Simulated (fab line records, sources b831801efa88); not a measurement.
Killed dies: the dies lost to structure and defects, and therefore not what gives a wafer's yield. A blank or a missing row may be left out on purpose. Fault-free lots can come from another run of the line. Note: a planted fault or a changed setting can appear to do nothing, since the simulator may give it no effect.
Check of tool commonality ; flow sky130 ; Lots sampled 13, wafers sampled 39

== WHY THIS WAS OPENED ==
At SKY_VT_ADJUST_PCH_OVL_MEAS_07 the reading VT_ADJUST_PCH_OVL is flagged on 3 of 13 lots. Wafers without a fault read 1.7 nm, standard deviation 1.4.
Rule: a lot is flagged in two cases, either no wafer of it has a number, or all its wafers with numbers fall more than 4 standard deviations from that mean. The rest of the lots are taken to be sound.

lot;measured;on;VT_ADJUST_PCH_OVL (nm), wafer by wafer;flag
L345;day 10 14:29;overlay-01;1.1 0.9 1.5;
L346;day 10 22:54;overlay-02;0.6 -0.1 -0.8;
L347;day 11 09:10;overlay-02;1.6 1.6 0.2;
L348;day 11 15:40;overlay-02;1.5 2.1 1.1;
L349;day 11 20:28;overlay-01;1.5 3.2 3.6;
L350;day 12 02:47;overlay-02;1.4 3.6 2.3;
L352;day 13 02:41;overlay-02;1.3 -0.1 1.9;
L357;day 14 14:04;overlay-01;0.1 -0.7 -0.5;
L359;day 15 04:53;overlay-02;66.5 67.4 66.9;FLAGGED
L360;day 15 10:36;overlay-02;65.0 66.2 66.6;FLAGGED
L362;day 15 22:35;overlay-02;68.1 68.5 67.3;FLAGGED
L363;day 16 09:37;overlay-01;1.6 2.1 1.0;
L365;day 17 02:46;overlay-01;3.8 4.2 1.9;
Average over the flagged lots: 66.9 nm; offset from the usual +65.2 nm, equal to +47 standard deviations.

== WHICH TOOL RAN EACH LOT ==
The record holds 1 process step before the reading, out of a route of 708 steps. Cell contents, in order: the tool; ch with the chambers the sampled wafers went through; the start.
lot;flag;SKY_VT_ADJUST_PCH_EXPOSE_04
L345;;iline stepper-02 ch 0, day 10 03:31
L346;;iline stepper-01 ch 0, day 10 11:46
L347;;iline stepper-01 ch 0, day 10 22:08
L348;;iline stepper-01 ch 0, day 11 04:23
L349;;iline stepper-02 ch 0, day 11 09:07
L350;;iline stepper-01 ch 0, day 11 14:34
L352;;iline stepper-01 ch 0, day 12 14:01
L357;;iline stepper-02 ch 0, day 14 01:19
L359;FLAGGED;iline stepper-01 ch 0, day 14 15:04
L360;FLAGGED;iline stepper-01 ch 0, day 14 20:52
L362;FLAGGED;iline stepper-01 ch 0, day 15 08:59
L363;;iline stepper-02 ch 0, day 15 20:02
L365;;iline stepper-02 ch 0, day 16 12:57
What is done by these steps:
- SKY_VT_ADJUST_PCH_EXPOSE_04: exposes mask NWM, target cd 840 nm.
- SKY_VT_ADJUST_PCH_OVL_MEAS_07

== FLAGGED OVER TOTAL, TOOL BY TOOL (the gauges that took the reading come last) ==
step;tool;lots run;flagged;share of the flagged lots;sound lots run after its first flagged lot
SKY_VT_ADJUST_PCH_EXPOSE_04;iline stepper-01;8;3;all;0
SKY_VT_ADJUST_PCH_EXPOSE_04;iline stepper-02;5;0;none;-
SKY_VT_ADJUST_PCH_OVL_MEAS_07;overlay-01;5;0;none;-
SKY_VT_ADJUST_PCH_OVL_MEAS_07;overlay-02;8;3;all;0

== WHAT IS ALLOWED BY THE TABLE ==
2 rows of the table ran every flagged lot: iline stepper-01 at SKY_VT_ADJUST_PCH_EXPOSE_04, overlay-02 at SKY_VT_ADJUST_PCH_OVL_MEAS_07.
- iline stepper-01 at SKY_VT_ADJUST_PCH_EXPOSE_04: 3 of its 8 lots flagged. It ran its last sound lot, L352, at day 12 14:01 and its first flagged lot, L359, at day 14 15:04: a fault with its onset between the two fits.
- overlay-02 at SKY_VT_ADJUST_PCH_OVL_MEAS_07: 3 of its 8 lots flagged. It ran its last sound lot, L352, at day 13 02:41 and its first flagged lot, L359, at day 15 04:53: a fault with its onset between the two fits.
A lot count leaves these 2 tools indistinguishable: every one of them fits a fault beginning at some hour. More lots, or a look at what each step does to the wafer, might.

== WHAT THE SIMULATOR HAD PUT IN ==
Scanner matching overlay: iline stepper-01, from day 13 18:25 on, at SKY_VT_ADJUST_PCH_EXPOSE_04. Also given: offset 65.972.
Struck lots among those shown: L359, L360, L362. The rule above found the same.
